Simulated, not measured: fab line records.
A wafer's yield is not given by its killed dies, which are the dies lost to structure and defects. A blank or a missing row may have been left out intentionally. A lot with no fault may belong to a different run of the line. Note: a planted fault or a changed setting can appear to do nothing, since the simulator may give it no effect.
Comparing a struck lot with a sound one    flow sky130    28 steps out of a route of 708
Sound: these wafers, L632.1, L632.2, L632.5. Struck: wafer L644.6; the same lot's L644.3 was not struck, so it is left out; see the end for the cause.
At each step with rows: each side's tool, then ch and its chambers, then its first start. Under that, the readings that differ: sound wafers    struck wafers    difference of the means    sigmas: that difference in standard deviations of wafers without a fault.
alike: same words and numbers on both sides, and readings whose means sit less than 2 such deviations apart. not compared: any withheld reading, any reading some wafer has no value for, any bound like >300 that may hide the same value, and any number with overlapping values for which the record gives no deviation.
The two part at a step that has a row with sigmas, a row that says differs or no value, or rows on one side only. When numbers do not overlap yet have no deviation, they are printed without sigmas and do not part them. A reading missing from all wafers of one side parts the sides only when that side holds two or more wafers.

first, 1 step without rows for these wafers: SKY_VIA4_ETCH_12 (etches SiO2 in C4F8/O2/Ar, stops on TiN, target depth 580 nm).
SKY_VIA4_STRIP_13: strips in O2/N2.
  sound on plasma-asher-02 ch 0,1, day 44 03:26; struck on plasma-asher-02 ch 1, day 46 23:52
reading                sound              struck  difference  sigmas
oes-product-au (a.u.)  0.708 0.705 0.715  0.723   +0.014      +3
  alike: drypump-motor-current-A, o2-flow-sccm, strip-time-to-endpoint-s
  not compared: rf-hours-counter-h
then, 4 steps without rows for these wafers: SKY_VIA4_STRIP_14 (strips in post etch residue remover, time 1200 s); SKY_VIA4_CLEAN_15 (cleans in IPA, time 180 s); SKY_VIA4_CLEAN_16 (cleans in O3/DIW); SKY_VIA4_SPUTTER_17 (material TiN, target thk 20 nm, time 80 s).
SKY_VIA4_CVD_18: deposits W, target thk 505 nm, time 152.14 s.
  sound on cvd-w-01 ch 0,1, day 44 04:05; struck on cvd-w-01 ch 1, day 47 00:39
  alike: heater-power-w
SKY_VIA4_RS_MEAS_19: measurement is done with a four-point probe.
  struck on film-metro-04, day 47 00:47; sound on film-metro-01, day 44 04:14
  alike: VIA4_W_RS
SKY_VIA4_THK_MEAS_20: measures by xrf.
  struck on film-metro-04, day 47 00:53; sound on film-metro-01, day 44 04:22
  alike: VIA4_W_THK
SKY_VIA4_CMP_21: polishes, stops on SiO2, t overpolish 25 s, target thk 0 nm.
  sound on cmp-02 ch 1,2, day 44 04:28; struck on cmp-02 ch 0, day 47 01:01
reading                 sound        struck  difference  sigmas
time-to-endpoint-s (s)  134 131 131  118     -14         -3
  alike: motor-current-A, overpolish-run-s
SKY_METAL5_SPUTTER_00: material Ti, target thk 15 nm, time 10 s.
  struck on pvd-sputter-02, day 47 01:16; sound on pvd-sputter-02, day 44 04:43
  alike: cathode-dc-power-W, throttle-valve-pct
then, 1 step without rows for these wafers: SKY_METAL5_SPUTTER_01 (material TiN, target thk 20 nm, time 16.7 s).
SKY_METAL5_SPUTTER_02: material AlCu, target thk 1150 nm, time 61.2 s.
  struck on pvd-sputter-02, day 47 01:19; sound on pvd-sputter-02, day 44 04:46
reading                                      sound           struck  difference  sigmas
model.AlCu_of_METAL5_SPUTTER_02.thk-nm (nm)  1167 1154 1158  867.2   -292.5      
  alike: cathode-dc-power-W, throttle-valve-pct
SKY_METAL5_SPUTTER_03: material Ti, target thk 5 nm, time 3.3 s.
  struck on pvd-sputter-02, day 47 01:22; sound on pvd-sputter-02, day 44 04:49
  alike: cathode-dc-power-W, throttle-valve-pct
then, 1 step without rows for these wafers: SKY_METAL5_SPUTTER_04 (material TiN, target thk 70 nm, time 58.3 s).
SKY_METAL5_RS_MEAS_05: measurement is done with a four-point probe.
  struck on film-metro-01, day 47 01:29; sound on film-metro-02, day 44 04:53
reading                  sound                 struck  difference  sigmas
METAL5_ALCU_RS (ohm/sq)  0.0267 0.0270 0.0269  0.0359  +0.0090     +29
SKY_METAL5_THK_MEAS_06: measures by xrf.
  struck on film-metro-01, day 47 01:35; sound on film-metro-02, day 44 05:01
reading               sound           struck  difference  sigmas
METAL5_ALCU_THK (nm)  1145 1139 1143  869     -273        -20
then, 8 steps without rows for these wafers: SKY_METAL5_DEHYDRATE_07 (time 60 s); SKY_METAL5_HMDS_08 (prime time 60 s); SKY_METAL5_COAT_09 (resist thk 1800 nm); SKY_METAL5_SOFTBAKE_10 (time 60 s); SKY_METAL5_EXPOSE_11 (exposes mask MM5, target cd 1600 nm); SKY_METAL5_PEB_12; SKY_METAL5_DEVELOP_13 (develop time 60 s); SKY_METAL5_DESCUM_14 (chemistry O2, time 11 s).
SKY_METAL5_METAL_ETCH_15: etches the open film in Cl2/BCl3, stops on SiO2, target depth 1260 nm, time 252 s.
  sound on rie-metal-01 ch 0,1, day 45 02:58; struck on rie-metal-03 ch 1, day 47 20:35
reading                sound              struck  difference  sigmas
oes-product-au (a.u.)  0.902 0.889 0.889  0.792   -0.101      -22
  alike: bias-w, drypump-motor-current-A, throttle-valve-pct
  not compared: rf-hours-counter-h
then, 1 step without rows for these wafers: SKY_METAL5_STRIP_16 (strips in O2/N2).
SKY_PAD_OPEN_PROBE_99:
  struck on prober-01, day 49 12:14; sound on prober-01, day 47 02:58
reading                       sound                    struck   difference  sigmas
killed_at_M4_up               1 6 6                    0        -4          -2
model.etest.met5.rs-ohm-sq    0.02656 0.02726 0.02694  0.03603  +0.00911    
model.etest.met5.line-ohm-um  0.01674 0.01696 0.01682  0.0225   +0.0057     
  alike: defect-limited-yield, killed_at_M0_to_M3, killed-at-contacts, killed-at-front-end, killed-at-other, killed-dies, killed-open, killed-short, sort_bin_3_pad_short, sort_bin_5_function, sort_bin_6_memory, sort-n-pass, sort-yield-pct

WHERE THEY PART
Earliest at SKY_VIA4_STRIP_13; latest, in this record, at SKY_PAD_OPEN_PROBE_99.

WHY: whatever the simulator had introduced
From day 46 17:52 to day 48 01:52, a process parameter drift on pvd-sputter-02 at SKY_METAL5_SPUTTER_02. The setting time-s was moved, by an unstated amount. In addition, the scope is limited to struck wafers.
